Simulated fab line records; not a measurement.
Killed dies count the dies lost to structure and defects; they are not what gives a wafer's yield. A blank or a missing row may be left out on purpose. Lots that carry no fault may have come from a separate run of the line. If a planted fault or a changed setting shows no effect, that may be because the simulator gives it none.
fab line records	flow sky130
[record] lots = 6	wafers = 18	last_day = 50
route steps=708 shown PWDE@84 VT_ADJUST_HVTP@85 VT_ADJUST_LVTN@97
lots that met no fault: taken from a fault-free run of the same line
start_h: the number of hours between the record's first day and the start of the first shown wafer of the lot	wait_h: how many hours have passed since the lot's step before this one	" identical to the entry in the row above	L1.1+2: a single row standing in for several wafers	- no value, or no start given	* or withheld: withheld	< > ~ a bound
route shown NAME@n: NAME is a module with steps in the file, n the number in the route of the first one	usual: mean and standard deviation over wafers with no fault	same: alike in all rows	chamber/n: place in a boat	sites: per-site readings	_std_site: the standard deviation of these	_edge_site: outer sites' mean less inner sites'	radius_mm: how far each site lies from the wafer's centre	mask NAME#n: copy n	behind: tool/chamber where the wafer was last shaped	hold: cause of the lot's hold/its duration in hours/its outcome	device: transistor that didn't switch, given as n, p or np	end of line: the tests these same wafers got at the end of their route	a step given without rows: its recipe and nothing more	killed: not the wafer's yield, but the dies lost to structure and defects at the first sort	map: a wafer's dies, marking killed ones x, the rest . and places with no die _
set.NAME: the setting that was run; set.NAME@STEP: the one run at that earlier step	model.NAME: the simulator's own value behind a step, which no gauge read
lots seen at some steps along the route; tables by step, rows by wafer
services: when a tool's chamber went out of use (start_h, in hours from the record's first day, below 0 if earlier), for how many hours, and the reason
[[steps]]
[step SKY_NWELL_RS_MEAS_31]
[recipe] thk_meas_gauge = four-point-probe
[usual] PWDE_RS = 5269/14
lot.wafer	tool	chamber	start_h	wait_h	PWDE_RS[ohm/sq]
L333.1	film_metro-04	-	120.76	0.1	5280
L333.5	"	-	"	"	5282
L333.6	"	-	"	"	5284
L336.2	film_metro-02	-	141.18	0.1	5257
L336.5	"	-	"	"	5246
L336.6	"	-	"	"	5249
L342.1	film_metro-02	-	175.46	0.1	5256
L342.5	"	-	"	"	5247
L342.6	"	-	"	"	5248
L343.1	film_metro-02	-	185.36	0.1	5270
L343.2	"	-	"	"	5272
L343.3	"	-	"	"	5281
L347.3	film_metro-02	-	206.02	0.1	5271
L347.4	"	-	"	"	5277
L347.6	"	-	"	"	5271
L352.1	film_metro-04	-	237.06	0.1	5251
L352.3	"	-	"	"	5267
L352.5	"	-	"	"	5254
[step SKY_VT_ADJUST_HVTP_DEHYDRATE_00]
[recipe] temp_c = 200	time_s = 60
[step SKY_VT_ADJUST_HVTP_HMDS_01]
[recipe] prime_time_s = 60	prime_temp_c = 120
[step SKY_VT_ADJUST_HVTP_COAT_02]
[recipe] resist = NOVOLAK	spin_rpm = 3000	resist_thk_nm = 1140
[step SKY_VT_ADJUST_HVTP_SOFTBAKE_03]
[recipe] temp_c = 90	time_s = 60	resist = NOVOLAK
[step SKY_VT_ADJUST_HVTP_EXPOSE_04]
[recipe] mask_id = HVTPM	na = 0.6	source_shape = conventional	sigma_outer = 0.6	polarization = unpolarized	target_cd_nm = 380	dose_mj = 140
[step SKY_VT_ADJUST_HVTP_PEB_05]
[recipe] temp_c = withheld	time_s = *	resist = NOVOLAK
[step SKY_VT_ADJUST_HVTP_DEVELOP_06]
[recipe] resist = NOVOLAK	developer = TMAH	develop_time_s = 60	dev_temp_c = 23
[step SKY_VT_ADJUST_HVTP_CD_MEAS_07]
[recipe] target_cd_nm = 380
[usual] cd_nm = 379.7/2.2
lot.wafer	tool	chamber	start_h	wait_h	cd_nm
L333.1	cd_sem-02	-	139.62	0.1	382.7
L333.5	"	-	"	"	381.5
L333.6	"	-	"	"	382.9
L336.2	cd_sem-02	-	161.19	0.1	383.2
L336.5	"	-	"	"	380.9
L336.6	"	-	"	"	381.0
L342.1	cd_sem-02	-	196.42	0.1	378.8
L342.5	"	-	"	"	377.0
L342.6	"	-	"	"	377.3
L343.1	cd_sem-02	-	206.58	0.1	378.9
L343.2	"	-	"	"	379.0
L343.3	"	-	"	"	377.0
L347.3	cd_sem-02	-	228.96	0.1	378.1
L347.4	"	-	"	"	379.1
L347.6	"	-	"	"	377.8
L352.1	cd_sem-01	-	259.98	0.1	378.1
L352.3	"	-	"	"	377.2
L352.5	"	-	"	"	379.8
[step SKY_VT_ADJUST_HVTP_OVL_MEAS_08]
[usual] VT_ADJUST_HVTP_OVL = -0.3/1.5
lot.wafer	tool	chamber	start_h	wait_h	VT_ADJUST_HVTP_OVL[nm]
L333.1	overlay-01	-	139.74	0.1	-2.1
L333.5	"	-	"	"	-0.9
L333.6	"	-	"	"	-2.1
L336.2	overlay-01	-	161.29	0.1	-0.8
L336.5	"	-	"	"	-1.1
L336.6	"	-	"	"	-3.6
L342.1	overlay-02	-	196.54	0.1	1.3
L342.5	"	-	"	"	1.7
L342.6	"	-	"	"	0.2
L343.1	overlay-02	-	206.70	0.1	0.3
L343.2	"	-	"	"	1.4
L343.3	"	-	"	"	-0.8
L347.3	overlay-01	-	229.05	0.1	-0.8
L347.4	"	-	"	"	-2.5
L347.6	"	-	"	"	-1.2
L352.1	overlay-01	-	260.10	0.1	-1.8
L352.3	"	-	"	"	-3.9
L352.5	"	-	"	"	-2.1
[step SKY_VT_ADJUST_HVTP_IMPLANT_09]
[recipe] species = As	energy_kev = 150	dose_cm2 = 4.3e+12	tilt_deg = withheld
[step SKY_VT_ADJUST_HVTP_STRIP_10]
[recipe] chemistry = O2/N2	power_w = 1400	pressure_mtorr = 1500	platen_temp_c = withheld	o2_flow_sccm = 3000	n2_flow_sccm = 300	overash_fraction = 0.5
[usual] chamber_pressure_mTorr = 1500.0/1.3	drypump_motor_current_A = 6.11/0.21	oes_product_au = 0.716/0.0046	strip_time_to_endpoint_s = 14.19/0.037
lot.wafer	tool	chamber	start_h	wait_h	chamber_pressure_mTorr	drypump_motor_current_A	oes_product_au	rf_hours_counter_h	strip_time_to_endpoint_s	model.NOVOLAK_of_VT_ADJUST_HVTP_COAT_02.thk_nm
L333.1	plasma_asher-03	0	139.93	0.1	1500.3	6.20	0.709	34	14.20	0
L333.5	"	1	"	"	1500.2	6.27	0.715	-	14.21	0
L333.6	"	0	"	"	1499.5	6.17	0.710	-	14.24	0
L336.2	plasma_asher-04	1	161.47	0.1	1499.1	5.87	0.716	46	14.18	0
L336.5	"	1	"	"	1501.5	5.91	0.718	-	14.16	0
L336.6	"	0	"	"	1500.5	5.75	0.712	-	14.17	0
L342.1	plasma_asher-03	0	196.73	0.1	-	-	-	-	-	1144
L342.5	"	0	"	"	-	-	-	-	-	1141
L342.6	"	1	"	"	-	-	-	-	-	1143
L343.1	plasma_asher-03	1	206.88	0.1	-	-	-	-	-	1138
L343.2	"	0	"	"	-	-	-	-	-	1138
L343.3	"	0	"	"	-	-	-	-	-	1136
L347.3	plasma_asher-03	1	229.26	0.1	1500.5	6.30	0.718	-	14.13	0
L347.4	"	0	"	"	1497.3	6.19	0.715	-	14.12	0
L347.6	"	0	"	"	1501.3	6.16	0.717	-	14.10	0
L352.1	plasma_asher-01	1	260.28	0.1	1502.2	6.41	0.722	14	14.23	0
L352.3	"	1	"	"	1501.2	6.37	0.715	-	14.23	0
L352.5	"	0	"	"	1498.2	6.03	0.712	-	14.19	0
[step SKY_VT_ADJUST_HVTP_TW_MEAS_11]
[usual] VT_ADJUST_HVTP_TW = 1360/16
lot.wafer	tool	chamber	start_h	wait_h	VT_ADJUST_HVTP_TW
L333.1	film_metro-03	-	140.03	0.1	1357
L333.5	"	-	"	"	1362
L333.6	"	-	"	"	1366
L336.2	film_metro-02	-	161.58	0.1	1384
L336.5	"	-	"	"	1374
L336.6	"	-	"	"	1388
L342.1	film_metro-02	-	196.83	0.1	1371
L342.5	"	-	"	"	1377
L342.6	"	-	"	"	1375
L343.1	film_metro-01	-	206.98	0.1	1341
L343.2	"	-	"	"	1346
L343.3	"	-	"	"	1346
L347.3	film_metro-03	-	229.34	0.1	1352
L347.4	"	-	"	"	1346
L347.6	"	-	"	"	1348
L352.1	film_metro-03	-	260.38	0.1	1361
L352.3	"	-	"	"	1355
L352.5	"	-	"	"	1365
[step SKY_VT_ADJUST_LVTN_DEHYDRATE_00]
[recipe] temp_c = 200	time_s = 60
[step SKY_VT_ADJUST_LVTN_HMDS_01]
[recipe] prime_time_s = 60	prime_temp_c = 120
[step SKY_VT_ADJUST_LVTN_COAT_02]
[recipe] spin_rpm = 2000	resist_thk_nm = 3000
[step SKY_VT_ADJUST_LVTN_SOFTBAKE_03]
[recipe] temp_c = 110	time_s = withheld
[step SKY_VT_ADJUST_LVTN_EXPOSE_04]
[recipe] mask_id = NWM_COMPLEMENT_LESS_NATIVE	na = 0.6	source_shape = conventional	sigma_outer = 0.6	polarization = unpolarized	target_cd_nm = 840	dose_mj = 194
[step SKY_VT_ADJUST_LVTN_PEB_05]
[recipe] temp_c = 115	time_s = withheld
[step SKY_VT_ADJUST_LVTN_DEVELOP_06]
[recipe] wall_angle_deg = 90	developer = TMAH	develop_time_s = 60	dev_temp_c = 23
[step SKY_VT_ADJUST_LVTN_OVL_MEAS_07]
[usual] VT_ADJUST_LVTN_OVL = -0.6/1.4
lot.wafer	tool	chamber	start_h	wait_h	VT_ADJUST_LVTN_OVL[nm]
L333.1	overlay-02	-	159.47	-	-1.2
L333.5	"	-	"	"	1.6
L333.6	"	-	"	"	-1.4
L336.2	overlay-02	-	181.72	-	-1.6
L336.5	"	-	"	"	-2.3
L336.6	"	-	"	"	-2.4
L342.1	overlay-02	-	218.52	-	-0.3
L342.5	"	-	"	"	-0.9
L342.6	"	-	"	"	1.2
L343.1	overlay-01	-	229.62	-	-1.4
L343.2	"	-	"	"	-2.5
L343.3	"	-	"	"	-0.4
L347.3	overlay-02	-	252.23	-	0.3
L347.4	"	-	"	"	-0.9
L347.6	"	-	"	"	0.1
L352.1	overlay-02	-	283.87	-	0.4
L352.3	"	-	"	"	0.3
L352.5	"	-	"	"	-1.2
[step SKY_VT_ADJUST_LVTN_IMPLANT_08]
[recipe] species = B	energy_kev = 30	dose_cm2 = 1.57e+12	tilt_deg = withheld
[step SKY_VT_ADJUST_LVTN_STRIP_09]
[recipe] chemistry = O2/N2	power_w = 1400	pressure_mtorr = 1500	platen_temp_c = withheld	o2_flow_sccm = 3000	n2_flow_sccm = 300	overash_fraction = 0.5
[usual] chamber_pressure_mTorr = 1500.0/1.5	drypump_motor_current_A = 6.14/0.29	oes_product_au = 0.723/0.0036	strip_time_to_endpoint_s = 36.88/0.1
lot.wafer	tool	chamber	start_h	wait_h	chamber_pressure_mTorr	drypump_motor_current_A	oes_product_au	rf_hours_counter_h	strip_time_to_endpoint_s
L333.1	plasma_asher-02	0	159.65	0.1	1496.9	6.70	0.720	48	36.85
L333.5	"	1	"	"	1498.4	6.06	0.720	-	36.85
L333.6	"	0	"	"	1499.6	6.69	0.723	-	36.86
L336.2	plasma_asher-02	1	181.90	0.1	1501.9	6.09	0.719	50	36.89
L336.5	"	1	"	"	1501.3	6.08	0.723	-	36.96
L336.6	"	0	"	"	1499.7	6.71	0.731	-	36.98
L342.1	plasma_asher-03	0	218.70	0.1	1500.2	6.22	0.733	43	53.80
L342.5	"	1	"	"	1498.2	6.29	0.723	-	53.81
L342.6	"	0	"	"	1499.8	6.24	0.729	-	53.68
L343.1	plasma_asher-04	1	229.80	0.1	1500.4	5.85	0.727	52	53.75
L343.2	"	0	"	"	1500.8	5.79	0.724	52	53.72
L343.3	"	1	"	"	1502.9	5.86	0.729	-	53.77
L347.3	plasma_asher-03	1	252.44	0.1	1499.2	6.27	0.724	-	36.86
L347.4	"	0	"	"	1499.8	6.18	0.728	-	36.77
L347.6	"	0	"	"	1498.0	6.20	0.723	-	36.88
L352.1	plasma_asher-04	1	284.06	0.1	1502.1	5.89	0.716	56	36.74
L352.3	"	0	"	"	1499.7	5.74	0.724	-	36.75
L352.5	"	1	"	"	1500.1	5.89	0.721	-	36.65
[step SKY_VT_ADJUST_LVTN_TW_MEAS_10]
[usual] VT_ADJUST_LVTN_TW = 242.9/3
lot.wafer	tool	chamber	start_h	wait_h	VT_ADJUST_LVTN_TW
L333.1	film_metro-01	-	159.75	0.1	239.4
L333.5	"	-	"	"	239.2
L333.6	"	-	"	"	239.8
L336.2	film_metro-01	-	182.01	0.1	238.7
L336.5	"	-	"	"	238.6
L336.6	"	-	"	"	238.8
L342.1	film_metro-02	-	218.80	0.1	30.5
L342.5	"	-	"	"	30.5
L342.6	"	-	"	"	30.6
L343.1	film_metro-04	-	229.90	0.1	30.2
L343.2	"	-	"	"	30.2
L343.3	"	-	"	"	30.3
L347.3	film_metro-02	-	252.53	0.1	248.5
L347.4	"	-	"	"	248.1
L347.6	"	-	"	"	248.4
L352.1	film_metro-01	-	284.16	0.1	238.9
L352.3	"	-	"	"	239.3
L352.5	"	-	"	"	240.4
[step SKY_VT_ADJUST_LVTN_DEHYDRATE_11]
[recipe] temp_c = 200	time_s = 60
[[services]]
tool	chamber	start_h	hours	kind
plasma_asher-01	0	117.78	-	clean
plasma_asher-01	1	117.78	-	clean
plasma_asher-03	-	134.10	2.8	pm
plasma_asher-03	-	168.86	1.6	repair
plasma_asher-01	-	183.32	2.7	repair
plasma_asher-04	-	203.69	4.0	pm
plasma_asher-02	-	204.16	15.6	pm
plasma_asher-04	-	217.50	3.7	repair
plasma_asher-03	-	226.50	2.6	repair
plasma_asher-03	-	232.62	1.0	repair
plasma_asher-04	-	263.57	15.6	pm
plasma_asher-02	-	282.22	0.6	repair
[[key]]
[first_sign] step = SKY_VT_ADJUST_HVTP_STRIP_10	reading = tool_record	direction = missing
[effect] step = SKY_VT_ADJUST_LVTN_STRIP_09	reading = strip_time_to_endpoint_s	direction = up	sigmas = 99+	usual = *	struck = *
[effect] step = SKY_VT_ADJUST_LVTN_TW_MEAS_10	reading = VT_ADJUST_LVTN_TW	direction = down	sigmas = 72	usual = 242.9	struck = 30.4
[model_effect] step = SKY_VT_ADJUST_HVTP_STRIP_10	value = NOVOLAK_of_VT_ADJUST_HVTP_COAT_02.thk_nm	without = 0	struck = 1140
met_at SKY_VT_ADJUST_HVTP_STRIP_10
struck_wafers L342.1,L342.5,L342.6,L343.1,L343.2,L343.3
sort_left_out L342.1,L342.5,L342.6,L343.1,L343.2,L343.3
tester_left_out L342,L343
onset_between 139.93 196.73
[fault] kind = skipped_step_whole	tool = plasma_asher-03	chamber = -	onset_h = 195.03	steps = SKY_VT_ADJUST_HVTP_STRIP_10	scope = struck_lots_only
// tester_left_out: of these lots the tester's yield and bins aren't shown, on N5 and GAA mostly nor the transistor test; their killed dies are dies lost to structure and defects alone, not to doping, threshold or leakage, so they don't give the yield
// sort_left_out: the simulated sort isn't trusted on such a fault, so these wafers' sort isn't shown, and their yield isn't known
